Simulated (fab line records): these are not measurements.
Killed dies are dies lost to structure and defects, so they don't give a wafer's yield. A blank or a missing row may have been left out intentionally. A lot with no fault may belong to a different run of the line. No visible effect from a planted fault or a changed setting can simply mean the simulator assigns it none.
Which of the tools did it? | flow sky130 | Sampling: 11 lots, 33 wafers, 5 of 708 route steps

WHAT THE GAUGES READ, wafer by wafer
Not one reading of a measure or inspect step in the record can be checked against a usual standard deviation.

EACH LOT AND THE TOOL THAT RAN IT (in order: tool; ch and the chambers of the sampled wafers; start)
lot  | SKY_CONTACT_CMP_27            | SKY_METAL1_DEHYDRATE_07           | SKY_METAL1_METAL_ETCH_19          | SKY_VIA1_CMP_02               | SKY_PAD_OPEN_PROBE_99
L750 | cmp-02 ch 0,1,2, day 33 07:53 | litho track-03 ch 0, day 33 21:09 | rie metal-03 ch 0,1, day 34 11:26 | cmp-01 ch 0,1,2, day 34 12:25 | prober-01, day 47 02:02
L751 | cmp-02 ch 0,1, day 33 15:04   | litho track-04 ch 0, day 34 03:53 | rie metal-03 ch 0,1, day 34 18:17 | cmp-01 ch 1,2,3, day 34 19:14 | prober-01, day 47 07:23
L754 | cmp-02 ch 0,2,3, day 34 02:58 | litho track-02 ch 0, day 34 17:01 | rie metal-02 ch 0,1, day 35 06:44 | cmp-02 ch 0,1,3, day 35 07:39 | prober-01, day 47 17:37
L757 | cmp-02 ch 0,1,2, day 34 17:37 | litho track-02 ch 0, day 35 06:17 | rie metal-03 ch 0,1, day 35 19:56 | cmp-01 ch 0,1,2, day 35 20:53 | prober-01, day 48 03:22
L762 | cmp-01 ch 0,2, day 36 04:17   | litho track-04 ch 0, day 36 16:41 | rie metal-02 ch 0,1, day 37 06:29 | cmp-02 ch 1,2,3, day 37 07:18 | prober-02, day 49 06:19
L764 | cmp-01 ch 0,1,2, day 36 17:44 | litho track-02 ch 0, day 37 07:08 | rie metal-02 ch 1, day 37 20:44   | cmp-02 ch 1,2,3, day 37 21:41 | prober-02, day 49 12:31
L766 | cmp-02 ch 1,2,3, day 37 09:11 | litho track-03 ch 0, day 37 21:39 | rie metal-03 ch 0,1, day 38 11:10 | cmp-02 ch 0,1,2, day 38 12:04 | prober-02, day 50 01:49
L767 | cmp-01 ch 1,2, day 37 15:57   | litho track-03 ch 0, day 38 04:39 | rie metal-01 ch 0,1, day 38 17:42 | cmp-02 ch 1,2, day 38 18:36   | prober-01, day 50 03:55
L768 | cmp-02 ch 1,2,3, day 37 23:07 | litho track-04 ch 0, day 38 11:32 | rie metal-02 ch 0,1, day 39 00:23 | cmp-02 ch 0,2,3, day 39 01:17 | prober-02, day 50 08:03
L769 | cmp-01 ch 0,2,3, day 38 12:02 | litho track-03 ch 0, day 39 00:07 | rie metal-03 ch 0,1, day 39 13:12 | cmp-02 ch 1,2,3, day 39 14:04 | prober-01, day 50 18:06
L771 | cmp-01 ch 0,1,3, day 38 18:25 | litho track-03 ch 0, day 39 06:21 | rie metal-03 ch 0,1, day 39 19:38 | cmp-02 ch 0,2,3, day 39 20:34 | prober-01, day 50 22:31
- SKY_CONTACT_CMP_27: polishes, stops on SiO2, t overpolish 15 s, target thk 0 nm.
- SKY_METAL1_DEHYDRATE_07: time 62.18 s.
- SKY_METAL1_METAL_ETCH_19: etches the open film in Cl2/BCl3, stops on SiO2, target depth 360 nm, time 78 s.
- SKY_VIA1_CMP_02: polishes SiO2.
- SKY_PAD_OPEN_PROBE_99

AS READ BY THE TOOLS THEMSELVES (means over the sampled wafers that have a number; for cases with no such wafer, the mark the record gives instead)
SKY_CONTACT_CMP_27. Usual: motor current A 11.0 A, standard deviation 0.78; overpolish run s 14.998 s, standard deviation 0.0099; platen rpm 60.00 rpm, standard deviation 0.04; time to endpoint s 83 s, standard deviation 3.6.
lot  | tool   | motor current A (A) | overpolish run s (s) | platen rpm (rpm) | time to endpoint s (s) | flag
L750 | cmp-02 | 11.2                | 14.996               | 60.03            | 80                     |
L751 | cmp-02 | 11.3                | 15.003               | 60.03            | 80                     |
L754 | cmp-02 | 11.5                | 15.004               | 59.97            | 82                     |
L757 | cmp-02 | 11.0                | 14.995               | 60.02            | 81                     |
L762 | cmp-01 | 11.6                | 14.999               | 60.03            | 85                     |
L764 | cmp-01 | 11.1                | 14.996               | 60.00            | 86                     |
L766 | cmp-02 | 11.0                | 14.999               | 59.99            | 79                     |
L767 | cmp-01 | 11.4                | 15.005               | 59.99            | 84                     |
L768 | cmp-02 | 11.1                | 15.001               | 60.00            | 80                     |
L769 | cmp-01 | 11.0                | 15.000               | 59.96            | 84                     |
L771 | cmp-01 | 10.4                | 14.994               | 60.00            | 89                     |

SKY_METAL1_DEHYDRATE_07. Usual: exhaust pa 45.0 Pa, standard deviation 0.77; plate sensor t centre C 201.07 C, standard deviation 0.01; plate sensor t edge C 201.55 C, standard deviation 0.01.
lot  | tool           | exhaust pa (Pa) | plate sensor t centre C (C) | plate sensor t edge C (C) | flag
L750 | litho track-03 | 44.7            | 201.07                      | 201.56                    |
L751 | litho track-04 | 45.0            | 201.07                      | 201.55                    |
L754 | litho track-02 | 44.9            | 201.07                      | 201.55                    |
L757 | litho track-02 | 44.7            | 201.07                      | 201.56                    |
L762 | litho track-04 | 45.2            | 201.08                      | 201.55                    |
L764 | litho track-02 | 43.9            | 201.07                      | 201.56                    |
L766 | litho track-03 | 44.6            | 201.06                      | 201.56                    |
L767 | litho track-03 | 44.4            | 201.06                      | 201.56                    |
L768 | litho track-04 | 44.6            | 201.07                      | 201.55                    |
L769 | litho track-03 | 45.2            | 201.06                      | 201.55                    |
L771 | litho track-03 | 45.1            | 201.07                      | 201.55                    |

SKY_METAL1_METAL_ETCH_19. Usual: bias w 48.50 W, standard deviation 0.14; drypump motor current A 5.9 A, standard deviation 0.34; oes product au 0.855 a.u., standard deviation 0.0066; throttle valve pct 22.264 %, standard deviation 0.0083.
lot  | tool         | bias w (W) | drypump motor current A (A) | oes product au (a.u.) | throttle valve pct (%) | flag
L750 | rie metal-03 | 48.41      | 5.6                         | 0.857                 | 22.261                 |
L751 | rie metal-03 | 48.59      | 5.6                         | 0.847                 | 22.269                 |
L754 | rie metal-02 | 48.67      | 5.6                         | 0.852                 | 22.254                 |
L757 | rie metal-03 | 48.48      | 5.6                         | 0.852                 | 22.265                 |
L762 | rie metal-02 | 48.34      | 5.6                         | 0.853                 | 22.269                 |
L764 | rie metal-02 | 48.54      | 5.7                         | 0.862                 | 22.264                 |
L766 | rie metal-03 | 48.40      | 5.6                         | 0.862                 | 22.266                 |
L767 | rie metal-01 | 48.53      | 6.3                         | 0.853                 | 22.259                 |
L768 | rie metal-02 | 48.58      | 5.7                         | 0.856                 | 22.269                 |
L769 | rie metal-03 | 48.54      | 5.6                         | 0.847                 | 22.263                 |
L771 | rie metal-03 | 48.38      | 5.6                         | 0.850                 | 22.271                 |

SKY_VIA1_CMP_02. Usual: motor current A 12.0 A, standard deviation 0.8; platen rpm 60.00 rpm, standard deviation 0.04.
lot  | tool   | motor current A (A) | platen rpm (rpm) | flag
L750 | cmp-01 | 12.4                | 59.98            |
L751 | cmp-01 | 11.5                | 59.99            |
L754 | cmp-02 | 12.8                | 59.99            |
L757 | cmp-01 | 12.2                | 58.00            | OFF
L762 | cmp-02 | 12.0                | 59.98            |
L764 | cmp-02 | 12.2                | 59.98            |
L766 | cmp-02 | 11.8                | 60.00            |
L767 | cmp-02 | 12.4                | 60.01            |
L768 | cmp-02 | 12.2                | 60.02            |
L769 | cmp-02 | 12.2                | 60.00            |
L771 | cmp-02 | 12.1                | 59.96            |

SKY_PAD_OPEN_PROBE_99. Usual: defect limited yield 82.2 %, standard deviation 1.9; killed_at_M0_to_M3 44, standard deviation 6.7; killed_at_M4_up 3.1, standard deviation 1.8; killed at contacts 24, standard deviation 5.1; killed at front end 16, standard deviation 4.7; killed at other 0.3, standard deviation 0.59; killed dies 88, standard deviation 9.6; killed on rim 17, standard deviation 3.8; killed open 48, standard deviation 7.3; killed short 39, standard deviation 6.5; sort_bin_3_pad_short 0.9 %, standard deviation 0.43; sort_bin_5_function 10.6 %, standard deviation 1.6; sort_bin_6_memory 6.3 %, standard deviation 1.1; sort n pass 404, standard deviation 9.6; sort yield pct 82.2 %, standard deviation 1.9.
lot  | tool      | defect limited yield (%) | killed_at_M0_to_M3 | killed_at_M4_up | killed at contacts | killed at front end | killed at other | killed dies | killed on rim | killed open | killed short | sort_bin_3_pad_short (%) | sort_bin_5_function (%) | sort_bin_6_memory (%) | sort n pass | sort yield pct (%) | flag
L750 | prober-01 | 80.8                     | 45                 | 4.3             | 24                 | 20                  | 1.3             | 94          | 21            | 47          | 46           | 1.2                      | 10.9                    | 7.0                   | 398         | 80.8               |
L751 | prober-01 | 84.4                     | 47                 | 2.7             | 17                 | 10                  | 0.0             | 77          | 18            | 41          | 35           | 0.5                      | 9.0                     | 6.0                   | 415         | 84.4               |
L754 | prober-01 | 81.6                     | 43                 | 4.7             | 23                 | 19                  | 0.7             | 91          | 16            | 50          | 41           | 1.1                      | 10.7                    | 6.6                   | 401         | 81.6               |
L757 | prober-01 | 83.0                     | 44                 | 3.3             | 25                 | 11                  | 0.0             | 84          | 16            | 42          | 42           | 0.8                      | 10.1                    | 6.1                   | 408         | 83.0               |
L762 | prober-02 | 80.7                     | 47                 | 5.0             | 28                 | 15                  | 0.3             | 95          | 19            | 56          | 39           | 0.6                      | 12.2                    | 6.5                   | 397         | 80.7               |
L764 | prober-02 | 83.5                     | 33                 | 3.0             | 27                 | 17                  | 1.0             | 81          | 16            | 40          | 40           | 1.4                      | 9.2                     | 5.9                   | 411         | 83.5               |
L766 | prober-02 | 82.8                     | 43                 | 2.0             | 23                 | 16                  | 0.0             | 85          | 14            | 47          | 37           | 0.9                      | 10.7                    | 5.6                   | 407         | 82.8               |
L767 | prober-01 | 82.3                     | 46                 | 2.3             | 24                 | 14                  | 0.3             | 87          | 16            | 49          | 38           | 0.9                      | 10.5                    | 6.4                   | 405         | 82.3               |
L768 | prober-02 | 81.5                     | 51                 | 1.7             | 24                 | 14                  | 0.0             | 91          | 19            | 52          | 39           | 0.5                      | 11.6                    | 6.4                   | 401         | 81.5               |
L769 | prober-01 | 82.8                     | 45                 | 4.0             | 19                 | 15                  | 0.7             | 84          | 19            | 45          | 39           | 0.7                      | 10.2                    | 6.2                   | 408         | 82.8               |
L771 | prober-01 | 84.1                     | 41                 | 2.0             | 19                 | 16                  | 0.0             | 78          | 17            | 42          | 36           | 0.7                      | 9.4                     | 5.8                   | 414         | 84.1               |

THE ANSWER, worked out from the rows above alone
Rule: take the mean of a lot's wafers that have a number; if it is more than 3 standard deviations from the usual mean, the lot is off. Also off: a lot with no number at a reading for which 4 or more lots have one. Where the step has rows for the other lots, those lots are counted as sound. First the gauges in route order, then the tools' own readings, where a lot's mean is used as printed above. The first step at which some lot is off is used, and at that step the reading that is off furthest; a lot without a number counts as furthest.
Off, at SKY_VIA1_CMP_02 on platen rpm: L757.
If a tool, at that step or one of the process steps before it, ran each lot that is off and ran no sound lot following the first of them, it fits. One fits: SKY_VIA1_CMP_02 on cmp-01. A fault onset in the window from L751 (day 34 19:14, its last sound lot) to L757 (day 35 20:53, its first lot off) fits.
On the lots that are off, the tool's own readings at SKY_VIA1_CMP_02 differ by more than 5 times the standard deviation of the sound lots' means, which bears it out; platen rpm reads 58.00 rpm there versus 59.99 rpm on the sound lots.

WHAT WAS PUT IN BY THE SIMULATOR
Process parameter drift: cmp-01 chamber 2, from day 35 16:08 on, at SKY_VIA1_CMP_02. A move of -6 in setting platen rpm, from 60. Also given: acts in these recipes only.
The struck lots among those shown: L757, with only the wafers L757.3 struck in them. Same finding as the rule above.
